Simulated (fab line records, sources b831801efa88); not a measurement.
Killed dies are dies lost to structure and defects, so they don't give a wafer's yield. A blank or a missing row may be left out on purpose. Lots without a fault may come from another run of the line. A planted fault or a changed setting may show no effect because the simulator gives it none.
fab line records | flow sky130 | part 2 of 2: steps 26 to 34 of 34
record lots=5 wafers=15 last_day=50
route steps=708 shown VT_ADJUST_LVTN@101 VT_ADJUST_NCORE@119 VT_ADJUST_HVTR@131
lots that met no fault: from a run of the same line without faults
start_h: hours from the record's first day to the start of the lot's first wafer shown | wait_h: hours since the lot's step before | " the same as in the row above | L1.1+2: a row that stands for several wafers | - no value, or no start given | * or withheld: withheld | < > ~ a bound
route shown NAME@n: a module of which the file shows steps, and the number in the route of the first | usual: mean/standard deviation of fault-free wafers | same: alike in all rows | chamber/n: place in a boat | sites: the reading at each site | _std_site: their standard deviation | _edge_site: outer sites' mean less inner sites' | radius_mm: how far each site lies from the wafer's centre | mask NAME#n: copy n | behind: the tool/chamber that last shaped the wafer | hold: why the lot was held/for how many hours/how that ended | device: the transistor (n, p or np) that didn't switch | end of line: the same wafers' tests at the end of the route | a step without rows: its recipe alone | killed: dies lost to structure and defects at the first sort, not the wafer's yield | map: a wafer's dies, x killed, . not, _ none there
set.NAME: the setting as run; set.NAME@STEP: as run at that earlier step | model.NAME: the simulator's own value behind a step, which no gauge read
lots at some steps of the route; a table a step, a row a wafer
services: from which hour (start_h, from the record's first day; less than 0 if before it) a tool's chamber was out of use, for how many hours, and why
## steps
# step SKY_VT_ADJUST_NCORE_CD_MEAS_07
# recipe target_cd_nm=380
# usual cd_nm=379.4/2.6
# columns lot.wafer tool chamber start_h wait_h cd_nm
L074.1 cd_sem-02 - 181.30 0.1 380.7
L074.2 " - " " 380.5
L074.6 " - " " 381.5
L084.2 cd_sem-01 - 252.76 0.1 379.6
L084.3 " - " " 380.2
L084.5 " - " " 378.9
L086.1 cd_sem-02 - 270.14 0.1 388.0
L086.2 " - " " 385.8
L086.3 " - " " 386.5
L091.3 cd_sem-02 - 314.08 0.1 377.2
L091.5 " - " " 378.0
L091.6 " - " " 378.6
L096.3 cd_sem-02 - 335.68 0.1 379.6
L096.4 " - " " 378.1
L096.6 " - " " 378.8
# step SKY_VT_ADJUST_NCORE_OVL_MEAS_08
# usual VT_ADJUST_NCORE_OVL=0.4/1.3
# columns lot.wafer tool chamber start_h wait_h VT_ADJUST_NCORE_OVL[nm]
L074.1 overlay-01 - 181.42 0.1 0.5
L074.2 " - " " 2.4
L074.6 " - " " -0.2
L084.2 overlay-02 - 252.86 0.1 2.4
L084.3 " - " " 2.0
L084.5 " - " " 1.5
L086.1 overlay-02 - 270.26 0.1 1.7
L086.2 " - " " 1.4
L086.3 " - " " 1.4
L091.3 overlay-02 - 314.18 0.1 -0.1
L091.5 " - " " 1.4
L091.6 " - " " -2.2
L096.3 overlay-02 - 335.77 0.1 0.5
L096.4 " - " " 0.6
L096.6 " - " " -0.6
# step SKY_VT_ADJUST_NCORE_IMPLANT_09
# recipe species=B energy_kev=10 dose_cm2=2.4e+12 tilt_deg=withheld
# usual beam_energy_keV=9.999/0.0036 beam_on_s=9.99/0.22
# columns lot.wafer tool chamber start_h wait_h beam_energy_keV beam_on_s
L074.1 implanter-04 0 181.45 0.0 9.997 10.46
L074.2 " 0 " " 9.994 9.55
L074.6 " 0 " " 10.000 10.26
L084.2 implanter-03 0 252.92 0.0 10.006 9.78
L084.3 " 0 " " 10.002 10.01
L084.5 " 0 " " 10.004 9.85
L086.1 implanter-03 0 270.30 0.0 10.000 9.69
L086.2 " 0 " " 10.000 10.06
L086.3 " 0 " " 9.998 10.12
L091.3 implanter-03 0 314.25 0.1 9.994 10.10
L091.5 " 0 " " 10.000 10.25
L091.6 " 0 " " 10.000 9.95
L096.3 implanter-02 0 335.84 0.1 10.003 10.24
L096.4 " 0 " " 9.997 9.87
L096.6 " 0 " " 10.004 10.24
# step SKY_VT_ADJUST_NCORE_STRIP_10
# recipe chemistry=O2/N2 power_w=1400 pressure_mtorr=1500 platen_temp_c=withheld o2_flow_sccm=3000 n2_flow_sccm=300 overash_fraction=0.5
# usual drypump_motor_current_A=5.6/0.56 oes_product_au=0.716/0.0041 strip_time_to_endpoint_s=14.174/0.028
# columns lot.wafer tool chamber start_h wait_h drypump_motor_current_A oes_product_au rf_hours_counter_h strip_time_to_endpoint_s
L074.1 plasma_asher-02 1 181.60 0.1 5.0 0.709 45 14.224
L074.2 " 0 " " 5.2 0.711 45 14.200
L074.6 " 1 " " 5.0 0.721 - 14.207
L084.2 plasma_asher-02 1 253.04 0.1 5.0 0.715 52 14.184
L084.3 " 0 " " 5.2 0.720 - 14.160
L084.5 " 1 " " 5.0 0.719 - 14.173
L086.1 plasma_asher-03 1 270.45 0.1 6.2 0.717 46 14.170
L086.2 " 0 " " 5.7 0.717 46 14.173
L086.3 " 0 " " 5.7 0.712 - 14.204
L091.3 plasma_asher-02 0 314.38 0.1 5.2 0.719 - 14.184
L091.5 " 0 " " 5.2 0.713 - 14.155
L091.6 " 1 " " 5.0 0.707 - 14.154
L096.3 plasma_asher-02 1 335.98 0.1 4.9 0.714 - 14.175
L096.4 " 0 " " 5.2 0.726 - 14.184
L096.6 " 1 " " 5.0 0.715 - 14.141
# step SKY_VT_ADJUST_NCORE_TW_MEAS_11
# usual VT_ADJUST_NCORE_TW=219.7/2.6
# columns lot.wafer tool chamber start_h wait_h VT_ADJUST_NCORE_TW
L074.1 film_metro-04 - 181.70 0.1 223.9
L074.2 " - " " 222.2
L074.6 " - " " 221.9
L084.2 film_metro-04 - 253.15 0.1 223.5
L084.3 " - " " 223.8
L084.5 " - " " 222.4
L086.1 film_metro-02 - 270.55 0.1 219.6
L086.2 " - " " 219.2
L086.3 " - " " 218.9
L091.3 film_metro-02 - 314.47 0.1 217.3
L091.5 " - " " 216.8
L091.6 " - " " 217.6
L096.3 film_metro-03 - 336.06 0.1 218.2
L096.4 " - " " 217.3
L096.6 " - " " 218.6
# step SKY_VT_ADJUST_HVTR_DEHYDRATE_00
# recipe temp_c=200 time_s=60
# usual chill_plate_temp_C=23.00/0.11
# columns lot.wafer tool chamber start_h wait_h chill_plate_temp_C
L074.1 litho_track-01 0 191.69 10.0 22.91
L074.2 " 0 " " 23.08
L074.6 " 0 " " 22.91
L084.2 litho_track-01 0 264.36 11.2 23.03
L084.3 " 0 " " 23.07
L084.5 " 0 " " 23.09
L086.1 litho_track-01 0 282.44 11.9 23.11
L086.2 " 0 " " 23.08
L086.3 " 0 " " 22.93
L091.3 litho_track-01 0 327.29 12.8 22.86
L091.5 " 0 " " 23.07
L091.6 " 0 " " 22.99
L096.3 litho_track-03 0 349.27 13.2 22.92
L096.4 " 0 " " 22.99
L096.6 " 0 " " 22.99
# step SKY_VT_ADJUST_HVTR_HMDS_01
# recipe prime_time_s=60 prime_temp_c=120
# usual chill_plate_temp_C=23.01/0.11
# same prime_time_s=60
# columns lot.wafer tool chamber start_h wait_h chill_plate_temp_C
L074.1 litho_track-01 0 191.84 0.1 22.97
L074.2 " 0 " " 22.88
L074.6 " 0 " " 22.90
L084.2 litho_track-01 0 264.51 0.1 23.18
L084.3 " 0 " " 23.14
L084.5 " 0 " " 23.12
L086.1 litho_track-01 0 282.59 0.1 23.19
L086.2 " 0 " " 23.12
L086.3 " 0 " " 23.06
L091.3 litho_track-01 0 327.44 0.1 22.94
L091.5 " 0 " " 22.74
L091.6 " 0 " " 22.76
L096.3 litho_track-03 0 349.42 0.1 23.09
L096.4 " 0 " " 23.10
L096.6 " 0 " " 23.05
# step SKY_VT_ADJUST_HVTR_COAT_02
# recipe resist=NOVOLAK spin_rpm=3000 resist_thk_nm=1140
# usual chill_plate_temp_C=23.01/0.11 dispense_pressure_kPa=47/5.7
# columns lot.wafer tool chamber start_h wait_h chill_plate_temp_C dispense_pressure_kPa
L074.1 litho_track-01 0 191.99 0.1 22.99 43
L074.2 " 0 " " 22.93 43
L074.6 " 0 " " 23.16 43
L084.2 litho_track-01 0 264.66 0.1 23.09 43
L084.3 " 0 " " 23.00 43
L084.5 " 0 " " 23.08 43
L086.1 litho_track-01 0 282.74 0.1 23.11 43
L086.2 " 0 " " 22.94 43
L086.3 " 0 " " 22.92 43
L091.3 litho_track-01 0 327.59 0.1 23.08 43
L091.5 " 0 " " 23.15 43
L091.6 " 0 " " 23.00 43
L096.3 litho_track-03 0 349.57 0.1 22.98 51
L096.4 " 0 " " 23.03 51
L096.6 " 0 " " 23.07 51
# step SKY_VT_ADJUST_HVTR_SOFTBAKE_03
# recipe temp_c=90 time_s=60 resist=NOVOLAK
# usual chill_plate_temp_C=23.01/0.11
# columns lot.wafer tool chamber start_h wait_h chill_plate_temp_C
L074.1 litho_track-01 0 192.14 0.1 22.94
L074.2 " 0 " " 22.99
L074.6 " 0 " " 23.03
L084.2 litho_track-01 0 264.81 0.1 22.91
L084.3 " 0 " " 22.76
L084.5 " 0 " " 22.99
L086.1 litho_track-01 0 282.89 0.1 23.20
L086.2 " 0 " " 23.00
L086.3 " 0 " " 23.02
L091.3 litho_track-01 0 327.74 0.1 22.93
L091.5 " 0 " " 22.95
L091.6 " 0 " " 22.99
L096.3 litho_track-03 0 349.72 0.1 22.98
L096.4 " 0 " " 22.82
L096.6 " 0 " " 22.92
## services
# columns tool chamber start_h hours kind
plasma_asher-01 - 108.75 9.0 pm
implanter-02 - 114.83 5.7 repair
implanter-04 - 116.08 4.8 pm
implanter-03 - 123.84 5.3 repair
iline_stepper-01 - 124.69 20.9 repair
implanter-03 - 136.41 6.9 pm
iline_stepper-02 - 138.49 10.2 repair
implanter-03 - 143.30 5.0 pm
iline_stepper-01 - 148.76 1.7 pm
implanter-02 - 153.49 3.4 repair
implanter-01 - 157.26 4.5 pm
plasma_asher-01 - 168.07 0.9 repair
implanter-02 - 184.82 1.2 repair
implanter-02 - 194.16 19.7 pm
iline_stepper-02 - 215.82 1.7 pm
implanter-02 - 232.36 0.6 repair
plasma_asher-04 - 253.23 1.3 repair
implanter-02 - 257.29 1.1 repair
plasma_asher-01 - 274.47 25.6 pm
implanter-01 - 280.31 2.9 repair
implanter-04 - 304.99 13.9 repair
implanter-03 - 310.73 2.2 repair
iline_stepper-02 - 326.50 2.9 repair
iline_stepper-02 - 329.42 4.4 pm
